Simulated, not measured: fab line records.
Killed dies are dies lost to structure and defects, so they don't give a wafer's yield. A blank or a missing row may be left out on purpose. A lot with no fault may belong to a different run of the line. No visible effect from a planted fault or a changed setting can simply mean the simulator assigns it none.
A single fault, viewed from 2 desks -- flow sfq_line -- numbers are kept per desk, each desk with only its own; the story behind them comes last

METROLOGY DESK
What the gauges read for every lot (on any tool): the sampled wafers with a number, averaged. The brackets show how far a lot's mean lies from the usual mean; more than 4 standard deviations puts the lot out of limits, marked OUT.
Columns: A = I2_OVL at SFQ_I2_OVL_MEAS_918, usual 1 nm
lot,first seen here,A
L737,day 23 21:56,4
L738,day 23 23:08,-5
L743,day 31 07:17,-2
L745,day 31 12:04,-1
L747,day 38 05:27,-0
L749,day 38 15:03,5
L750,day 38 16:15,1
L752,day 38 19:52,-7
L753,day 38 21:03,3
L755,day 38 23:27,2
L756,day 39 01:51,2
L758,day 39 05:27,-4
L759,day 39 06:39,3
This desk's finding: nothing out of limits on any of the 13 lots.

AT THE TOOL OWNER'S DESK: pecvd-02
The tool's own readings at SFQ_TRILAYER_I2_DEP_PECVD_063 (deposits SiO2 from SiH4/N2O, time 111.11 s, target thk 500 nm): means of the sampled wafers that have a number, for each lot that ran on this tool. The brackets show how far a lot's mean lies from the usual mean; more than 4 standard deviations puts the lot out of limits, marked OUT.
Columns: A = heater_power_w at SFQ_TRILAYER_I2_DEP_PECVD_063, usual 81 W; B = run_length_s at SFQ_TRILAYER_I2_DEP_PECVD_063, usual 139.0 s; C = throttle_valve_pct at SFQ_TRILAYER_I2_DEP_PECVD_063, usual 24.7 %
lot,first seen here,A,B,C
L743,day 30 19:13,78,132.6 (-11) OUT,26.9
L745,day 31 02:25,82,132.3 (-11) OUT,26.8
L747,day 31 09:37,64,131.4 (-13) OUT,24.9
This desk finds L743, L745, L747 out of limits, L743 being first, at day 30 19:13 (run_length_s at SFQ_TRILAYER_I2_DEP_PECVD_063). In limits: none.

BROUGHT TOGETHER
An alarm could have come from the tool owner's desk at day 30 19:13, on L743, L745, L747.
From the metrology desk's view, nothing was out of limits.
The metrology desk has L743, L745, L747 on record, within its limits.
Every lot named ran SFQ_TRILAYER_I2_DEP_PECVD_063 on pecvd-02.

WHAT THE SIMULATOR PUT IN
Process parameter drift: pecvd-02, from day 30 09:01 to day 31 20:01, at SFQ_TRILAYER_I2_DEP_PECVD_063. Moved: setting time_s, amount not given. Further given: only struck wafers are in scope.
Struck lots among those shown: L743, L745, L747.
Delay in hours, fault start to first out-of-limits reading, by desk: the tool owner's desk at 10.
